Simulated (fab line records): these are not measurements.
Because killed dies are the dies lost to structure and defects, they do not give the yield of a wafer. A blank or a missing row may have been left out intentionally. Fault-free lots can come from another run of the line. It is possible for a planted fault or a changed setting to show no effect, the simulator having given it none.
fab line records -- flow sky130
record: lots: 12, wafers: 32, last-day: 50
route steps=708 shown METAL4@634 VIA4@650 METAL5@664 PASSIVATION@683
lots that met no fault: taken from a fault-free run of the same line
start-h: start of the lot's first displayed wafer, in hours after the record's first day -- wait-h: hours elapsed since this lot's preceding step -- " same as the row above -- L1.1+2: a single row standing in for several wafers -- - no value, or no start given -- * or withheld: withheld -- < > ~ a bound
route shown NAME@n: a module of which the file shows steps, and the number in the route of the first -- usual: mean/standard deviation of fault-free wafers -- same: alike in all rows -- chamber/n: place in a boat -- sites: each site's reading -- _std_site: standard deviation across them -- _edge_site: the outer-site mean with the inner-site mean subtracted -- radius-mm: how far each site lies from the wafer's centre -- mask NAME#n: copy n -- behind: the tool/chamber that last shaped the wafer -- hold: why the lot was held/for how many hours/how that ended -- device: transistor that didn't switch, given as n, p or np -- end of line: tests run on the same wafers once the route is complete -- a step given without rows: its recipe and nothing more -- killed: count of dies lost to structure and defects at first sort (not the wafer's yield) -- map: shows each die of a wafer: x if killed, . if not, _ if none is there
set.NAME: the setting as run; set.NAME@STEP: as run at that earlier step -- model.NAME: the simulator's own value behind a step, which no gauge read
steps of the route over a sample of lots; a table a step, a row a wafer
services: a tool's chamber out of use, with start hour (start-h, from the record's first day; less than 0 if before it), hours out, and reason
== steps ==
step: SKY_METAL4_METAL_ETCH_18
recipe: target-depth-a: 8450, stop-on: SiO2, over-etch-frac: 0.3, time-s: 183.1, chemistry: Cl2/BCl3, resist-sidewall-deg: 88, pressure-mtorr: 10, icp-w: 900, bias-w: 48.5, Cl2_flow_sccm: 60, bcl3-flow-sccm: 30
usual: bcl3-flow-sccm: 30.01/0.081, drypump-motor-current-A: 5.7/0.33, oes-product-au: 0.868/0.0074, throttle-valve-pct: 22.266/0.0089
lot.wafer,tool,chamber,start-h,wait-h,bcl3-flow-sccm,drypump-motor-current-A,oes-product-au,rf-hours-counter-h,throttle-valve-pct
L572.4,rie-metal-04,0,993.83,0.1,30.01,6.1,0.863,-,22.257
L572.5,rie-metal-04,0,993.83,0.1,29.88,6.1,0.859,-,22.264
L572.6,rie-metal-04,1,993.83,0.1,30.12,5.9,0.859,-,22.284
L577.1,rie-metal-03,0,1025.87,0.0,29.87,5.8,0.868,12,22.268
L577.2,rie-metal-03,1,1025.87,0.0,29.98,5.4,0.857,17,22.288
L577.6,rie-metal-03,1,1025.87,0.0,29.96,5.4,0.859,-,22.262
L578.1,rie-metal-04,1,1044.67,0.0,29.92,5.9,0.863,21,22.267
L578.3,rie-metal-04,1,1044.67,0.0,30.12,5.9,0.866,-,22.247
L578.6,rie-metal-04,0,1044.67,0.0,30.01,6.1,0.857,-,22.266
L580.3,rie-metal-04,1,1047.33,0.1,30.10,5.8,0.860,-,22.278
L580.4,rie-metal-04,0,1047.33,0.1,29.92,6.0,0.860,-,22.273
L580.6,rie-metal-04,1,1047.33,0.1,30.01,5.8,0.875,-,22.279
L579.3,rie-metal-04,1,1052.08,0.1,30.01,5.8,0.862,-,22.258
L579.4,rie-metal-04,0,1052.08,0.1,30.06,6.1,0.864,-,22.261
L579.5,rie-metal-04,0,1052.08,0.1,30.10,6.1,0.862,-,22.262
L583.1,rie-metal-03,1,1068.52,0.0,30.03,5.4,0.874,20,22.262
L583.3,rie-metal-03,1,1068.52,0.0,30.04,5.4,0.881,-,22.263
L583.4,rie-metal-03,0,1068.52,0.0,30.06,5.8,0.878,-,22.259
L584.3,rie-metal-04,0,1073.18,0.1,30.15,6.1,0.865,-,22.248
L584.4,rie-metal-04,1,1073.18,0.1,30.09,5.8,0.857,-,22.262
L584.6,rie-metal-04,0,1073.18,0.1,30.12,6.0,0.861,-,22.280
L585.3,rie-metal-03,0,1077.43,0.1,29.84,5.9,0.874,-,22.269
L585.4,rie-metal-03,1,1077.43,0.1,29.88,5.4,0.871,-,22.269
L585.6,rie-metal-03,1,1077.43,0.1,30.00,5.4,0.870,-,22.269
L586.2,rie-metal-04,1,1082.17,0.0,30.10,5.9,0.872,24,22.269
L586.3,rie-metal-04,1,1082.17,0.0,30.06,5.8,0.865,-,22.269
L586.4,rie-metal-04,0,1082.17,0.0,30.06,6.1,0.877,-,22.277
L589.1,rie-metal-04,0,1109.67,0.0,30.00,6.1,0.862,12,22.267
L589.3,rie-metal-04,1,1109.67,0.0,30.03,5.8,0.856,-,22.270
L589.5,rie-metal-04,1,1109.67,0.0,30.07,5.8,0.861,-,22.276
L591.1,rie-metal-03,1,1111.07,0.0,29.97,5.4,0.867,23,22.276
L593.5,rie-metal-02,0,1119.74,0.1,30.00,5.0,0.872,-,22.254
step: SKY_VIA4_OVL_MEAS_11
usual: VIA4_OVL: 0.3/1.5
lot.wafer,tool,chamber,start-h,wait-h,VIA4_OVL[nm]
L572.4,overlay-01,-,1018.88,0.1,0.4
L572.5,overlay-01,-,1018.88,0.1,-0.1
L572.6,overlay-01,-,1018.88,0.1,2.1
L577.1,overlay-01,-,1049.22,0.1,-0.7
L577.2,overlay-01,-,1049.22,0.1,0.0
L577.6,overlay-01,-,1049.22,0.1,-0.4
L578.1,overlay-02,-,1066.97,0.1,2.0
L578.3,overlay-02,-,1066.97,0.1,1.4
L578.6,overlay-02,-,1066.97,0.1,1.0
L580.3,overlay-01,-,1069.73,0.1,0.1
L580.4,overlay-01,-,1069.73,0.1,-1.7
L580.6,overlay-01,-,1069.73,0.1,-2.1
L579.3,overlay-01,-,1074.18,0.1,3.4
L579.4,overlay-01,-,1074.18,0.1,0.9
L579.5,overlay-01,-,1074.18,0.1,1.1
L583.1,overlay-02,-,1091.56,0.1,-1.8
L583.3,overlay-02,-,1091.56,0.1,-1.2
L583.4,overlay-02,-,1091.56,0.1,-1.2
L584.3,overlay-02,-,1094.53,0.1,1.1
L584.4,overlay-02,-,1094.53,0.1,-0.9
L584.6,overlay-02,-,1094.53,0.1,-0.4
L585.3,overlay-01,-,1098.50,0.1,-0.3
L585.4,overlay-01,-,1098.50,0.1,-0.1
L585.6,overlay-01,-,1098.50,0.1,0.4
L586.2,overlay-01,-,1103.92,0.1,-0.4
L586.3,overlay-01,-,1103.92,0.1,1.3
L586.4,overlay-01,-,1103.92,0.1,1.0
L589.1,overlay-02,-,1130.52,0.1,1.3
L589.3,overlay-02,-,1130.52,0.1,2.9
L589.5,overlay-02,-,1130.52,0.1,2.1
L591.1,overlay-01,-,1131.42,0.1,0.3
L593.5,overlay-02,-,1140.22,0.0,2.8
step: SKY_METAL5_SPUTTER_03
recipe: material: Ti, target-thk-nm: 5, power-w: 3000, time-s: 3.3, chamber-pressure-pa: 0.4
usual: throttle-valve-pct: 30.2/1.1
lot.wafer,tool,chamber,start-h,wait-h,throttle-valve-pct
L572.4,pvd-sputter-03,-,1020.60,0.0,28.9
L572.5,pvd-sputter-03,-,1020.60,0.0,31.2
L572.6,pvd-sputter-03,-,1020.60,0.0,28.7
L577.1,pvd-sputter-01,-,1050.71,0.0,29.8
L577.2,pvd-sputter-01,-,1050.71,0.0,30.9
L577.6,pvd-sputter-01,-,1050.71,0.0,30.6
L578.1,pvd-sputter-02,-,1068.46,0.0,27.8
L578.3,pvd-sputter-02,-,1068.46,0.0,30.1
L578.6,pvd-sputter-02,-,1068.46,0.0,30.1
L580.3,pvd-sputter-01,-,1071.21,0.0,29.5
L580.4,pvd-sputter-01,-,1071.21,0.0,31.0
L580.6,pvd-sputter-01,-,1071.21,0.0,30.4
L579.3,pvd-sputter-01,-,1075.70,0.0,31.5
L579.4,pvd-sputter-01,-,1075.70,0.0,31.0
L579.5,pvd-sputter-01,-,1075.70,0.0,31.5
L583.1,pvd-sputter-02,-,1093.06,0.0,30.1
L583.3,pvd-sputter-02,-,1093.06,0.0,28.1
L583.4,pvd-sputter-02,-,1093.06,0.0,30.9
L584.3,pvd-sputter-01,-,1096.02,0.0,30.6
L584.4,pvd-sputter-01,-,1096.02,0.0,30.8
L584.6,pvd-sputter-01,-,1096.02,0.0,31.6
L585.3,pvd-sputter-03,-,1099.98,0.0,31.8
L585.4,pvd-sputter-03,-,1099.98,0.0,28.7
L585.6,pvd-sputter-03,-,1099.98,0.0,30.9
L586.2,pvd-sputter-03,-,1105.82,0.0,29.0
L586.3,pvd-sputter-03,-,1105.82,0.0,31.5
L586.4,pvd-sputter-03,-,1105.82,0.0,30.9
L589.1,pvd-sputter-01,-,1132.05,0.0,29.4
L589.3,pvd-sputter-01,-,1132.05,0.0,31.2
L589.5,pvd-sputter-01,-,1132.05,0.0,30.6
L591.1,pvd-sputter-01,-,1133.02,0.0,31.3
L593.5,pvd-sputter-02,-,1141.69,0.0,28.1
step: SKY_PASSIVATION_CVD_02
recipe: material: Si3N4, target-thk-nm: 540, temp-c: 400, time-s: withheld, rf-w: 450
usual: heater-power-w: 716/110, susceptor-temp-C: 399.98/0.24
lot.wafer,tool,chamber,start-h,wait-h,heater-power-w,susceptor-temp-C
L572.4,pecvd-04,2,1043.87,0.1,628,400.22
L572.5,pecvd-04,0,1043.87,0.1,559,400.04
L572.6,pecvd-04,1,1043.87,0.1,886,399.53
L577.1,pecvd-01,0,1072.90,0.1,685,399.72
L577.2,pecvd-01,1,1072.90,0.1,671,399.99
L577.6,pecvd-01,1,1072.90,0.1,713,399.65
L578.1,pecvd-01,0,1089.82,0.1,678,400.11
L578.3,pecvd-01,2,1089.82,0.1,742,399.92
L578.6,pecvd-01,2,1089.82,0.1,735,399.68
L580.3,pecvd-04,0,1093.16,0.0,592,399.93
L580.4,pecvd-04,0,1093.16,0.0,639,400.19
L580.6,pecvd-04,2,1093.16,0.0,588,399.56
L579.3,pecvd-04,1,1098.00,0.0,817,399.93
L579.4,pecvd-04,0,1098.00,0.0,617,400.28
L579.5,pecvd-04,1,1098.00,0.0,886,400.01
L583.1,pecvd-02,0,1113.84,0.1,781,399.99
L583.3,pecvd-02,2,1113.84,0.1,615,399.95
L583.4,pecvd-02,1,1113.84,0.1,723,399.63
L584.3,pecvd-02,2,1116.79,0.0,627,399.95
L584.4,pecvd-02,1,1116.79,0.0,585,400.55
L584.6,pecvd-02,2,1116.79,0.0,646,400.26
L585.3,pecvd-02,0,1120.08,0.0,770,399.61
L585.4,pecvd-02,0,1120.08,0.0,837,400.02
L585.6,pecvd-02,2,1120.08,0.0,699,400.02
L586.2,pecvd-04,1,1126.31,0.0,917,400.12
L586.3,pecvd-04,2,1126.31,0.0,555,399.53
L586.4,pecvd-04,1,1126.31,0.0,958,399.97
L589.1,pecvd-01,1,1151.63,0.1,727,400.16
L589.3,pecvd-01,0,1151.63,0.1,637,400.04
L589.5,pecvd-01,0,1151.63,0.1,684,400.22
L591.1,pecvd-02,0,1152.81,0.1,921,399.74
L593.5,pecvd-02,0,1160.75,0.1,927,400.05
step: SKY_PASSIVATION_THK_MEAS_03
recipe: reads: Si3N4_of_PASSIVATION_CVD_02
usual: PASSIVATION_CVD_02_THK: 540/7.6
lot.wafer,tool,chamber,start-h,wait-h,hold,PASSIVATION_CVD_02_THK[nm]
L572.4,film-metro-01,-,1044.01,-,-,551
L572.5,film-metro-01,-,1044.01,-,-,551
L572.6,film-metro-01,-,1044.01,-,-,545
L577.1,film-metro-01,-,1073.12,-,-,539
L577.2,film-metro-01,-,1073.12,-,-,537
L577.6,film-metro-01,-,1073.12,-,-,543
L578.1,film-metro-04,-,1090.05,-,-,536
L578.3,film-metro-04,-,1090.05,-,-,542
L578.6,film-metro-04,-,1090.05,-,-,554
L580.3,film-metro-01,-,1093.40,-,-,529
L580.4,film-metro-01,-,1093.40,-,-,542
L580.6,film-metro-01,-,1093.40,-,-,550
L579.3,film-metro-04,-,1098.25,-,-,531
L579.4,film-metro-04,-,1098.25,-,-,537
L579.5,film-metro-04,-,1098.25,-,-,535
L583.1,film-metro-04,-,1114.07,-,-,537
L583.3,film-metro-04,-,1114.07,-,-,534
L583.4,film-metro-04,-,1114.07,-,-,532
L584.3,film-metro-01,-,1117.03,-,-,529
L584.4,film-metro-01,-,1117.03,-,-,539
L584.6,film-metro-01,-,1117.03,-,-,547
L585.3,film-metro-04,-,1120.33,-,-,538
L585.4,film-metro-04,-,1120.33,-,-,547
L585.6,film-metro-04,-,1120.33,-,-,542
L586.2,film-metro-03,-,1126.54,-,-,545
L586.3,film-metro-03,-,1126.54,-,-,544
L586.4,film-metro-03,-,1126.54,-,-,548
L589.1,film-metro-04,-,1151.86,-,-,533
L589.3,film-metro-04,-,1151.86,-,-,533
L589.5,film-metro-04,-,1151.86,-,-,543
L591.1,film-metro-04,-,1153.04,-,await-dispo/0.2h/release,315
L591.1,film-metro-04,-,1153.26,0.2,-,315
L593.5,film-metro-04,-,1160.90,-,await-dispo/0.2h/release,326
L593.5,film-metro-04,-,1161.15,0.2,-,326
step: SKY_PASSIVATION_ETCH_11
recipe: chemistry: CF4/O2, target-depth-nm: 725, stop-on: AlCu, source-w: 800, bias-w: 150, pressure-mtorr: 150, cf4-flow-sccm: 80, O2_flow_sccm: 10, time-s: 161.1
usual: drypump-motor-current-A: 5.7/0.65, oes-product-au: 0.976/0.0078, throttle-valve-pct: 5.964/0.0089
lot.wafer,tool,chamber,start-h,wait-h,drypump-motor-current-A,oes-product-au,rf-hours-counter-h,throttle-valve-pct
L572.4,rie-diel-01,2,1065.91,-,6.7,0.980,9,5.970
L572.5,rie-diel-01,1,1065.91,-,5.1,0.986,-,5.967
L572.6,rie-diel-01,0,1065.91,-,6.1,0.981,-,5.968
L577.1,rie-diel-01,3,1093.09,-,5.1,0.984,7,5.967
L577.2,rie-diel-01,2,1093.09,-,6.7,0.974,10,5.968
L577.6,rie-diel-01,1,1093.09,-,5.1,0.978,-,5.956
L578.1,rie-diel-03,3,1110.24,-,5.4,0.971,18,5.957
L578.3,rie-diel-03,1,1110.24,-,6.0,0.981,17,5.964
L578.6,rie-diel-03,3,1110.24,-,5.3,0.985,-,5.978
L580.3,rie-diel-02,2,1113.19,-,6.6,0.969,13,5.958
L580.4,rie-diel-02,1,1113.19,-,4.8,0.978,-,5.968
L580.6,rie-diel-02,0,1113.19,-,5.2,0.994,-,5.955
L579.3,rie-diel-03,1,1118.02,-,6.0,0.965,17,5.957
L579.4,rie-diel-03,2,1118.02,-,6.4,0.968,5,5.979
L579.5,rie-diel-03,0,1118.02,-,5.8,0.979,-,5.963
L583.1,rie-diel-03,1,1133.04,-,6.0,0.973,18,5.972
L583.3,rie-diel-03,0,1133.04,-,5.8,0.968,16,5.963
L583.4,rie-diel-03,3,1133.04,-,5.4,0.970,19,5.959
L584.3,rie-diel-03,0,1136.26,-,5.8,0.959,16,5.965
L584.4,rie-diel-03,3,1136.26,-,5.4,0.982,19,5.953
L584.6,rie-diel-03,3,1136.26,-,5.4,0.984,-,5.958
L585.3,rie-diel-01,0,1139.27,-,6.1,0.983,12,5.978
L585.4,rie-diel-01,1,1139.27,-,5.1,0.986,12,5.984
L585.6,rie-diel-01,1,1139.27,-,5.1,0.979,-,5.973
L586.2,rie-diel-02,0,1145.11,-,5.2,0.983,33,5.951
L586.3,rie-diel-02,1,1145.11,-,4.8,0.970,17,5.944
L586.4,rie-diel-02,1,1145.11,-,4.8,0.975,-,5.965
L589.1,rie-diel-01,2,1168.94,-,6.7,0.969,13,5.954
L589.3,rie-diel-01,1,1168.94,-,5.0,0.976,13,5.956
L589.5,rie-diel-01,2,1168.94,-,6.7,0.980,-,5.983
L591.1,rie-diel-03,2,1170.36,-,6.4,0.785,7,5.911
L593.5,rie-diel-02,1,1177.66,-,4.8,0.795,-,5.907
== services ==
tool,chamber,start-h,hours,kind
rie-diel-02,0,980.81,16.0,repair
rie-metal-04,0,983.04,1.4,repair
rie-diel-01,3,986.59,2.6,repair
rie-diel-02,3,987.27,14.8,repair
pvd-sputter-01,-,998.38,2.1,repair
rie-diel-02,3,1043.51,118.2,repair
pvd-sputter-02,-,1047.64,4.9,repair
pecvd-02,2,1056.04,5.1,repair
pvd-sputter-01,-,1063.41,7.6,repair
rie-diel-01,2,1070.93,2.9,repair
rie-diel-03,0,1071.10,20.6,repair
rie-diel-01,1,1073.00,3.9,repair
rie-diel-01,1,1076.89,2.8,repair
pvd-sputter-01,-,1079.57,3.6,repair
pecvd-02,-,1082.08,2.8,pm
pvd-sputter-03,-,1085.15,4.0,repair
rie-diel-02,0,1086.20,4.1,repair
rie-diel-01,-,1087.16,0.8,repair
rie-diel-01,0,1091.46,8.6,repair
pecvd-02,0,1102.09,10.3,repair
pecvd-01,-,1124.41,2.8,pm
rie-diel-03,2,1124.57,6.3,repair
rie-metal-04,1,1142.25,15.3,repair
pecvd-04,-,1160.17,3.0,repair
== key ==
first-sign: step: SKY_PASSIVATION_THK_MEAS_03, reading: visit, direction: added
effect: step: SKY_PASSIVATION_THK_MEAS_03, reading: PASSIVATION_CVD_02_THK, direction: down, sigmas: 29, usual: 540, struck: 321
effect: step: SKY_PASSIVATION_ETCH_11, reading: oes-product-au, direction: down, sigmas: 24, usual: 0.976, struck: 0.790
met-at SKY_PASSIVATION_CVD_02
struck-lots L591,L593
struck-wafers L591.1,L593.5
tester-left-out L591,L593
not-acting-at SKY_METAL4_METAL_ETCH_18,SKY_VIA4_OVL_MEAS_11,SKY_METAL5_SPUTTER_03
onset-between 1120.08 1152.81
also-fits time
earlier-fault: kind: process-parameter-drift, tool: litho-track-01, chamber: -, onset-h: 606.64, steps: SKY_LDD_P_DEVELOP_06, channel: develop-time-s, offset: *, shape: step, end-h: 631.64, acts-in: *, stated: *
fault: kind: process-parameter-drift, tool: pecvd-02, chamber: 0, onset-h: 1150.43, steps: SKY_PASSIVATION_CVD_02, channel: target-thk-nm, offset: -213.35, shape: step, acts-in: these-recipes-only, stated: 540
tester-left-out: of these lots the tester's yield and bins aren't shown, on N5 and GAA mostly nor the transistor test; their killed dies are dies lost to structure and defects alone, not to doping, threshold or leakage, so they don't give the yield
